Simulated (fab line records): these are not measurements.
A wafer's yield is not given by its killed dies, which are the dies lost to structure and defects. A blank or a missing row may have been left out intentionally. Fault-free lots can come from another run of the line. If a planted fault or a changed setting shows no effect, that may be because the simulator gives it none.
Chamber matching / flow sky130 / SKY_FIELD_ISO_ETCH_17 on rie_si-01: 4 sister chambers
The step etches Si in HBr/Cl2/O2, target depth 342 nm, time 97.7 s. 4 wafers are shown with their chamber, then 12 later ones without.

== WAFERS PAIRED WITH THEIR CHAMBERS ==
wafer=L088.2; chamber=2; drypump_motor_current_A (A)=6.6
wafer=L089.2; chamber=1; drypump_motor_current_A (A)=6.0
wafer=L089.5; chamber=0; drypump_motor_current_A (A)=6.0
wafer=L089.6; chamber=3; drypump_motor_current_A (A)=6.8

== WAFERS MISSING THEIR CHAMBER ==
wafer=L092.2; drypump_motor_current_A (A)=6.6
wafer=L092.4; drypump_motor_current_A (A)=5.9
wafer=L092.5; drypump_motor_current_A (A)=6.9
wafer=L093.4; drypump_motor_current_A (A)=5.9
wafer=L093.5; drypump_motor_current_A (A)=6.0
wafer=L093.6; drypump_motor_current_A (A)=6.8
wafer=L095.1; drypump_motor_current_A (A)=6.9
wafer=L095.3; drypump_motor_current_A (A)=6.6
wafer=L095.5; drypump_motor_current_A (A)=6.6
wafer=L096.2; drypump_motor_current_A (A)=6.0
wafer=L096.3; drypump_motor_current_A (A)=6.8
wafer=L096.6; drypump_motor_current_A (A)=6.6

== WHICH CHAMBER EACH ONE RAN IN ==
wafer=L092.2; from the rows above=2; in truth=2
wafer=L092.4; from the rows above=can't be placed: 0 or 1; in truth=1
wafer=L092.5; from the rows above=3; in truth=3
wafer=L093.4; from the rows above=can't be placed: 0 or 1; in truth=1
wafer=L093.5; from the rows above=can't be placed: 0 or 1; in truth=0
wafer=L093.6; from the rows above=3; in truth=3
wafer=L095.1; from the rows above=3; in truth=3
wafer=L095.3; from the rows above=2; in truth=2
wafer=L095.5; from the rows above=2; in truth=2
wafer=L096.2; from the rows above=can't be placed: 0 or 1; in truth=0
wafer=L096.3; from the rows above=3; in truth=3
wafer=L096.6; from the rows above=2; in truth=2
Placed correctly: 8 of 12. Not placeable from these rows: 4 (in 4, the candidates include the true chamber). Placed wrongly: 0.
How it was worked out, from the rows above alone: a wafer's distance from a chamber is the root of the sum, over the readings, of the square of ((its reading less the chamber's mean) divided by the reading's scatter). The wafer belongs to the nearest chamber; if the next one is less than 2 further off, it can't be placed. A chamber's mean is the mean of its shown wafers. The scatter (one wafer shown for each chamber): square how far every hidden wafer sits from the nearest shown wafer, average those squares and take the square root.
